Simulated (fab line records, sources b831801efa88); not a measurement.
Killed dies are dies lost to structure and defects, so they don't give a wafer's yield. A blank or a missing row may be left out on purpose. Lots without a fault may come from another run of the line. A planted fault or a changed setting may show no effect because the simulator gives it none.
Which tool did it? | flow sky130 | 6 lots, 18 wafers sampled, at 2 steps of a route of 708

WHAT THE GAUGES READ, wafer by wafer
SKY_CONTACT_THK_MEAS_01.
lot  | measured     | on            | CONTACT_CVD_00_THK (nm)
L814 | day 31 22:49 | film_metro-02 | 72.6 73.3 75.0
L820 | day 33 16:02 | film_metro-04 | 73.5 75.1 75.4
L822 | day 34 01:05 | film_metro-02 | 73.9 75.3 74.5
L824 | day 34 22:21 | film_metro-02 | 76.2 75.6 75.5
L827 | day 35 21:26 | film_metro-03 | 73.7 75.7 75.2
L835 | day 38 01:23 | film_metro-04 | 75.9 75.7 75.5

WHICH TOOL RAN EACH LOT (tool, then ch and the chambers of the sampled wafers, then the start)
lot  | SKY_CONTACT_CVD_00
L814 | pecvd-01 ch 1,2, day 31 22:47
L820 | pecvd-01 ch 1,2, day 33 15:59
L822 | pecvd-03 ch 0,1,2, day 34 01:03
L824 | pecvd-01 ch 0,1,2, day 34 22:15
L827 | pecvd-01 ch 0,2, day 35 21:24
L835 | pecvd-02 ch 0,1,2, day 38 01:20
- SKY_CONTACT_CVD_00: deposits Si3N4, target thk 75 nm.

THE ANSWER, worked out from the rows above alone
Rule: what is usual is taken from the lots themselves. Put in order of their means at a reading, lots are off if they are a third of the lots or fewer, leave a main group of 4 or more, and stand apart from it by a gap of 3 or more times the standard deviation of the main group's means; of several such gaps the widest counts. A main group whose means are all the same, to the digits that the tables above print for the reading, isn't used. A lot without any number at a reading at which 4 lots or more have one is off too. The other lots that the step has rows for count as sound.
No lot is off at any reading shown: from this, nothing can be told.

WHAT THE SIMULATOR HAD PUT IN
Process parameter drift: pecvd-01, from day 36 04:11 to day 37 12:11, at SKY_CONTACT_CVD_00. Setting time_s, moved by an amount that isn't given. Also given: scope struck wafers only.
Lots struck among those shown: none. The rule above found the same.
